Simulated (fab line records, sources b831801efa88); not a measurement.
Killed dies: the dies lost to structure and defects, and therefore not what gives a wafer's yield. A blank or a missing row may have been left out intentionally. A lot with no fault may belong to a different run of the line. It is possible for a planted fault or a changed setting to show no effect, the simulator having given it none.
A lot that was struck, set against a sound lot || flow sky130 || 44 out of 708 route steps
Sound: these wafers, L818.2, L818.3, L818.6. The struck wafers were L821.1, L821.2, L821.6. At the end, the cause is stated.
Order at every step that has rows: each side's tool, ch and its chambers, its first start. Under that, the readings that differ: sound wafers || struck wafers || difference of the means || sigmas: that difference in standard deviations of wafers without a fault.
alike: same words and numbers on both sides, and readings whose means sit less than 2 such deviations apart. not compared: any withheld reading, any reading some wafer has no value for, any bound like >300 that may hide the same value, and any number with overlapping values for which the record gives no deviation.
A row with sigmas, a row that says differs or no value, or rows on one side alone: a step with any of these is where the two part. When numbers do not overlap yet have no deviation, they are printed without sigmas and do not part them. A reading missing from all wafers of one side parts the sides only when that side holds two or more wafers.

SKY_VIA2_ETCH_15: etches SiO2 in C4F8/O2/Ar, stops on TiN, target depth 546 nm, time 84 s.
  sound on rie diel-01 ch 0,1, day 38 09:29; struck on rie diel-04 ch 1,2, day 39 18:56
  alike: oes product au, rf fwd power W
  not compared: rf hours counter h
then, 4 steps without rows for these wafers: SKY_VIA2_STRIP_16 (strips in O2/N2); SKY_VIA2_STRIP_17 (strips in post etch residue remover, time 1200 s); SKY_VIA2_CLEAN_18 (cleans in IPA, time 180 s); SKY_VIA2_CLEAN_19 (cleans in O3/DIW).
SKY_VIA2_SPUTTER_20: material TiN, target thk 20 nm, time 80 s.
  sound on pvd sputter-03, day 38 10:14; struck on pvd sputter-03, day 39 19:35
  alike: throttle valve pct
SKY_VIA2_CVD_21: deposits W, target thk 420 nm, time 126.4 s.
  sound on cvd w-01 ch 0,1, day 38 10:18; struck on cvd w-02 ch 0,1, day 39 19:39
  alike: heater power outer w, heater power w
SKY_VIA2_RS_MEAS_22: uses a four-point probe to measure.
  sound on film metro-01, day 38 10:27; struck on film metro-01, day 39 19:47
  alike: VIA2_W_RS
SKY_VIA2_THK_MEAS_23: measures by xrf.
  sound on film metro-01, day 38 10:34; struck on film metro-01, day 39 19:54
  alike: VIA2_W_THK
SKY_VIA2_CMP_24: polishes, stops on SiO2, t overpolish 20 s, target thk 0 nm.
  sound on cmp-02 ch 0,1,3, day 38 10:40; struck on cmp-02 ch 1,2, day 39 19:58
  alike: motor current A, overpolish run s, time to endpoint s
then, 2 steps without rows for these wafers: SKY_METAL3_SPUTTER_00 (material Ti, target thk 15 nm, time 10 s); SKY_METAL3_SPUTTER_01 (material TiN, target thk 20 nm, time 16.7 s).
SKY_METAL3_SPUTTER_02: material AlCu, target thk 735 nm, time 39.1 s.
  sound on pvd sputter-01, day 38 10:58; struck on pvd sputter-01, day 39 20:19
{"reading": "model.AlCu_of_METAL3_SPUTTER_02.thk nm (nm)", "sound": "728.8 727.1 729.8", "struck": "544.5 544 548.5", "difference": -182.9, "sigmas": ""}
  alike: throttle valve pct
SKY_METAL3_SPUTTER_03: material Ti, target thk 5 nm, time 3.3 s.
  sound on pvd sputter-01, day 38 10:59; struck on pvd sputter-01, day 39 20:21
  alike: throttle valve pct
then, 2 steps without rows for these wafers: SKY_METAL3_SPUTTER_04 (material TiN, target thk 70 nm, time 58.3 s); SKY_CAPM_CVD_00 (deposits SiO2, target thk 15.5 nm).
SKY_CAPM_THK_MEAS_01:
  sound on film metro-02, day 38 11:05; struck on film metro-03, day 39 20:26
  alike: CAPM_CVD_00_THK
then, 1 step without rows for these wafers: SKY_CAPM_SPUTTER_02 (material TiN, target thk 200 nm, time 166.7 s).
SKY_CAPM_RS_MEAS_03: uses a four-point probe to measure.
  sound on film metro-03, day 38 11:16; struck on film metro-03, day 39 20:37
  alike: CAPM_TIN_RS
SKY_CAPM_THK_MEAS_04: measures by xrf.
  sound on film metro-03, day 38 11:23; struck on film metro-03, day 39 20:44
  alike: CAPM_TIN_THK
then, 7 steps without rows for these wafers: SKY_CAPM_DEHYDRATE_05 (time 60 s); SKY_CAPM_HMDS_06 (prime time 60 s); SKY_CAPM_COAT_07 (resist thk 1140 nm); SKY_CAPM_SOFTBAKE_08 (time 60 s); SKY_CAPM_EXPOSE_09 (exposes mask CAPM, target cd 1000 nm); SKY_CAPM_PEB_10; SKY_CAPM_DEVELOP_11 (develop time 60 s).
SKY_CAPM_OVL_MEAS_12:
  sound on overlay-02, day 39 12:29; struck on overlay-02, day 40 20:28
  alike: CAPM_OVL
then, 13 steps without rows for these wafers: SKY_CAPM_METAL_ETCH_13 (etches TiN in Cl2/BCl3, stops on SiO2, target depth 220 nm, time 62.9 s); SKY_CAPM_STRIP_14 (strips in O2/N2); SKY_CAPM_STRIP_15 (strips in post etch residue remover, time 1200 s); SKY_CAPM_CLEAN_16 (cleans in IPA, time 180 s); SKY_CAPM_CLEAN_17 (cleans in O3/DIW); SKY_METAL3_DEHYDRATE_05 (time 60 s); SKY_METAL3_HMDS_06 (prime time 60 s); SKY_METAL3_COAT_07 (resist thk 60 nm); SKY_METAL3_COAT_08 (resist thk 1140 nm); SKY_METAL3_SOFTBAKE_09 (time 90 s); SKY_METAL3_EXPOSE_10 (exposes mask MM3, target cd 300 nm); SKY_METAL3_PEB_11; SKY_METAL3_DEVELOP_12 (develop time 60 s).
SKY_METAL3_CD_MEAS_13 targets a cd of 300 nm.
  sound on cd sem-01, day 40 13:37; struck on cd sem-02, day 41 20:35
  alike: cd nm
SKY_METAL3_METAL_ETCH_18: etches the open film in Cl2/BCl3, stops on SiO2, target depth 845 nm, time 183.1 s.
  sound on rie metal-03 ch 1, day 40 13:56; struck on rie metal-03 ch 0,1, day 41 20:53
{"reading": "oes product au (a.u.)", "sound": "0.862 0.866 0.858", "struck": "0.756 0.763 0.764", "difference": -0.101, "sigmas": -16}
  alike: drypump motor current A, rf fwd power W, throttle valve pct
  not compared: rf hours counter h
-- the record jumps here: 7 days lie between the struck wafers' starts before and after (it left off in module METAL3 and takes up again in module PAD_OPEN, whose first step shown is number 708 of the route) --
SKY_PAD_OPEN_PROBE_99:
  sound on prober-02, day 47 10:46; struck on prober-01, day 48 10:53
{"reading": "model.etest.met3.line ohm um", "sound": "0.1434 0.1419 0.1388", "struck": "0.1941 0.1899 0.194", "difference": "+0.0513", "sigmas": ""}
{"reading": "model.etest.met3.rs ohm sq", "sound": "0.04317 0.0432 0.04248", "struck": "0.0587 0.05811 0.05774", "difference": "+0.0152", "sigmas": ""}
  alike: defect limited yield, killed_at_M0_to_M3, killed_at_M4_up, killed at contacts, killed at front end, killed at other, killed dies, killed open, killed short, sort_bin_3_pad_short, sort_bin_5_function, sort_bin_6_memory, sort n pass, sort yield pct

## WHERE THEY PART
Within this record, at SKY_METAL3_METAL_ETCH_18 only. Later steps at which nothing parts them and some readings are alike: SKY_PAD_OPEN_PROBE_99.

WHY: whatever the simulator had introduced
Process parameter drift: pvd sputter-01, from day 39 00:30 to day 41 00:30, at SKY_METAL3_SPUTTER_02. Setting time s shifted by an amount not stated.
